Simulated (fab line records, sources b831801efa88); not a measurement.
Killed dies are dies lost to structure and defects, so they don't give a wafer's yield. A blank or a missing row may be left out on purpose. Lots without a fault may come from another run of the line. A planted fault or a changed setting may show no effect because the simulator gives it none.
Chamber matching | flow sfq_line | SFQ_TRILAYER_I0_CMP_CMP_028 on cmp-02: 4 sister chambers
The step polishes SiO2. 22 wafers are shown with their chamber, then 11 later ones without.

WAFERS WITH THEIR CHAMBER
wafer  | chamber | motor_current_A (A) | edge_zone_pressure_frac | time_to_endpoint_s (s)
L159.1 | 0       | 9.3                 | 0.996                   | 207
L159.5 | 3       | 9.0                 | 0.995                   | 202
L159.6 | 0       | 8.9                 | 0.997                   | 216
L160.2 | 0       | 8.7                 | 1.001                   | 216
L160.3 | 1       | 10.0                | 1.005                   | 206
L160.6 | 1       | 9.6                 | 0.998                   | 210
L161.3 | 3       | 9.6                 | 0.992                   | 216
L161.5 | 0       | 9.1                 | 0.993                   | 220
L161.6 | 1       | 9.7                 | 1.003                   | 223
L162.1 | 2       | 8.6                 | 1.016                   | 208
L162.2 | 0       | 8.6                 | 1.006                   | 193
L162.5 | 2       | 8.8                 | 1.012                   | 207
L172.3 | 2       | 8.3                 | 0.994                   | 215
L172.4 | 1       | 9.7                 | 1.000                   | 224
L172.6 | 1       | 10.4                | 0.990                   | 229
L174.2 | 3       | 9.5                 | 0.995                   | 192
L174.1 | 1       | 10.1                | 0.994                   | 203
L174.5 | 2       | 8.1                 | 1.001                   | 206
L176.1 | 2       | 8.1                 | 1.005                   | 203
L176.5 | 2       | 8.4                 | 1.002                   | 209
L176.6 | 3       | 9.9                 | 1.000                   | 194
L177.1 | 1       | 9.5                 | 0.997                   | 205

SIGNATURES (means of the wafers above)
reading                 | chamber 0 | chamber 1 | chamber 2 | chamber 3 | scatter within a chamber
motor_current_A         | 8.920     | 9.857     | 8.383     | 9.500     | 0.312
edge_zone_pressure_frac | 0.99860   | 0.99814   | 1.00500   | 0.99550   | 0.00582
time_to_endpoint_s      | 210.40    | 214.29    | 208.00    | 201.00    | 9.41
Rule: a wafer's distance from a chamber is the root of the sum, over the readings, of the square of ((its reading less the chamber's mean) divided by the reading's scatter). The wafer belongs to the nearest chamber; if the next one is less than 2 further off, it can't be placed. The scatter: the root of (the sum of the squares of (reading less its chamber's mean) over the shown wafers, divided by (wafers less chambers)).

WAFERS WITHOUT THEIR CHAMBER
wafer  | motor_current_A (A) | edge_zone_pressure_frac | time_to_endpoint_s (s)
L177.4 | 9.9                 | 1.005                   | 210
L177.6 | 10.1                | 0.998                   | 221
L179.3 | 9.1                 | 1.003                   | 218
L179.4 | 8.3                 | 0.999                   | 218
L179.5 | 10.1                | 1.007                   | 219
L180.2 | 8.5                 | 0.993                   | 206
L180.4 | 9.1                 | 1.004                   | 215
L180.6 | 8.6                 | 0.997                   | 209
L181.3 | 8.9                 | 0.996                   | 203
L181.1 | 8.7                 | 0.994                   | 214
L181.5 | 8.7                 | 0.999                   | 221

WHICH CHAMBER EACH WENT THROUGH
wafer  | from the rows above               | in truth
L177.4 | can't be placed: 1 or 3           | 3
L177.6 | can't be placed: 1 or 3           | 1
L179.3 | can't be placed: 0 or 2 or 3 or 1 | 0
L179.4 | can't be placed: 2 or 0           | 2
L179.5 | can't be placed: 1 or 3           | 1
L180.2 | can't be placed: 0 or 2 or 3      | 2
L180.4 | can't be placed: 0 or 2 or 3 or 1 | 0
L180.6 | can't be placed: 0 or 2 or 3      | 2
L181.3 | can't be placed: 0 or 3 or 2      | 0
L181.1 | can't be placed: 0 or 2 or 3      | 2
L181.5 | can't be placed: 0 or 2           | 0
Placed correctly: 0 of 11. Can't be placed from these rows: 11 (the true chamber is among the candidates in 11). Placed wrongly: 0.
